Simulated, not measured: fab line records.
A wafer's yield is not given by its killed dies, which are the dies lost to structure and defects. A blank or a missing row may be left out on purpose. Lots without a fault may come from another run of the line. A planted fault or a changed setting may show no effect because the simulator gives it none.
The same fault as seen by 2 desks || flow sfq line || what lay behind the numbers comes last; until then each desk has only its own

== AT THE TOOL OWNER'S DESK: litho track-04 ==
The tool's own readings at SFQ_TRILAYER_I3_VIA_LITHO_COAT_085 (resist thk 650 nm): means of the sampled wafers that have a number, for each lot that ran on this tool. The brackets show how far a lot's mean lies from the usual mean; more than 4 standard deviations puts the lot out of limits, marked OUT.
Columns: A = spin speed rpm at SFQ_TRILAYER_I3_VIA_LITHO_COAT_085, usual 2999.9 rpm
{"lot": "L805", "first seen here": "day 31 09:06", "A": 2998.9}
{"lot": "L817", "first seen here": "day 37 15:18", "A": "2731.8 (-99 or more) OUT"}
{"lot": "L819", "first seen here": "day 38 06:00", "A": "2732.4 (-99 or more) OUT"}
This desk's verdict: out of limits on L817, L819, starting with L817 at day 37 15:18 (spin speed rpm at SFQ_TRILAYER_I3_VIA_LITHO_COAT_085). Within limits: L805.

== METROLOGY DESK ==
What the gauges read for every lot (on any tool): the sampled wafers with a number, averaged. The brackets show how far a lot's mean lies from the usual mean; more than 4 standard deviations puts the lot out of limits, marked OUT.
Columns: A = M3_OVL at SFQ_M3_OVL_MEAS_921, usual -1 nm; B = I3_BOW at SFQ_I3_BOW_MEAS_922, usual 2 um; C = I3_OVL at SFQ_I3_OVL_MEAS_923, usual -1 nm
{"lot": "L801", "first seen here": "day 29 08:26", "A": -8, "B": -3, "C": 1}
{"lot": "L805", "first seen here": "day 30 11:22", "A": 11, "B": -6, "C": 2}
{"lot": "L816", "first seen here": "day 35 21:02", "A": -5, "B": 10, "C": -3}
{"lot": "L817", "first seen here": "day 36 12:38", "A": 5, "B": 6, "C": 1}
{"lot": "L819", "first seen here": "day 37 00:26", "A": -9, "B": 5, "C": -1}
{"lot": "L822", "first seen here": "day 38 19:53", "A": -7, "B": 11, "C": -3}
This desk found nothing out of limits on any of the 6 lots.

== BROUGHT TOGETHER ==
The tool owner's desk had the chance to raise an alarm at day 37 15:18 on L817, L819.
At the metrology desk, nothing out of limits was observed.
The metrology desk has L817, L819 on record, within its limits.
Every lot named ran SFQ_TRILAYER_I3_VIA_LITHO_COAT_085 on litho track-04.

== WHAT THE SIMULATOR HAD PUT IN ==
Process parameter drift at SFQ_TRILAYER_I3_VIA_LITHO_COAT_085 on litho track-04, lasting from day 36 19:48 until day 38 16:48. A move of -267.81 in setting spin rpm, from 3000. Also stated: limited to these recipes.
Shown lots that were struck: L817, L819.
Delay in hours, fault start to first out-of-limits reading, by desk: the tool owner's desk at 20.
